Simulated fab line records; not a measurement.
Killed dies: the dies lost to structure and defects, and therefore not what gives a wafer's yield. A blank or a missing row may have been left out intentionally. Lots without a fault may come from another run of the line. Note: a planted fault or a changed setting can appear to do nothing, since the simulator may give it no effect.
Which tool is to blame? / flow gf180mcu / 21 wafers from 7 lots sampled at 2 of the route's 602 steps

## WHAT THE GAUGES SHOWED, per wafer
GF_CONTACT_THK_MEAS_01.
lot=L955; measured=day 15 13:35; on=film metro-04; CONTACT_CVD_00_THK (nm)=296.7 299.1 294.1
lot=L959; measured=day 17 14:55; on=film metro-04; CONTACT_CVD_00_THK (nm)=147.4 146.1 145.6
lot=L968; measured=day 20 08:27; on=film metro-04; CONTACT_CVD_00_THK (nm)=302.9 298.4 301.7
lot=L970; measured=day 21 00:35; on=film metro-01; CONTACT_CVD_00_THK (nm)=302.3 303.4 303.0
lot=L973; measured=day 22 05:23; on=film metro-01; CONTACT_CVD_00_THK (nm)=298.5 298.9 297.7
lot=L976; measured=day 22 21:11; on=film metro-03; CONTACT_CVD_00_THK (nm)=298.7 296.8 299.3
lot=L971; measured=day 24 07:37; on=film metro-03; CONTACT_CVD_00_THK (nm)=299.7 303.5 299.8

## WHICH TOOL RAN EACH LOT (tool, then ch and the chambers of the sampled wafers, then the start)
lot=L955; GF_CONTACT_CVD_00=hdpcvd-01 ch 0,1,2, day 15 13:31
lot=L959; GF_CONTACT_CVD_00=hdpcvd-01 ch 0,1,2, day 17 14:53
lot=L968; GF_CONTACT_CVD_00=hdpcvd-02 ch 0,1, day 20 08:25
lot=L970; GF_CONTACT_CVD_00=hdpcvd-02 ch 0,1,2, day 21 00:30
lot=L973; GF_CONTACT_CVD_00=hdpcvd-01 ch 0,1, day 22 05:20
lot=L976; GF_CONTACT_CVD_00=hdpcvd-01 ch 0,1, day 22 21:08
lot=L971; GF_CONTACT_CVD_00=hdpcvd-01 ch 0,1, day 24 07:35
- GF_CONTACT_CVD_00: deposits SiO2, target thk 300 nm, time 50 s.

## THE ANSWER, worked out from the rows above alone
Rule: the usual values come from the lots themselves. The widest of any qualifying gaps counts: lots, ordered by their means at a reading, are off when they make up no more than a third of the lots, leave a main group of 4 or more, and stand apart from it by 3 or more times the standard deviation of that group's means. A main group is skipped when, at the precision printed for the reading in the tables above, its means are all equal. Also off: a lot with no number at a reading for which 4 or more lots have one. All remaining lots with rows at the step are treated as sound.
Off: L959, at GF_CONTACT_THK_MEAS_01 (CONTACT_CVD_00_THK). The main group has a mean of 299.7 nm with a standard deviation of 2.1.
A tool fits if, at a process step before that reading, it ran every lot that is off, and no sound lot after the first of them. Gauges at GF_CONTACT_THK_MEAS_01: tried the same way as those tools. Not one of the candidates tried fits.

## WHAT WAS PUT IN BY THE SIMULATOR
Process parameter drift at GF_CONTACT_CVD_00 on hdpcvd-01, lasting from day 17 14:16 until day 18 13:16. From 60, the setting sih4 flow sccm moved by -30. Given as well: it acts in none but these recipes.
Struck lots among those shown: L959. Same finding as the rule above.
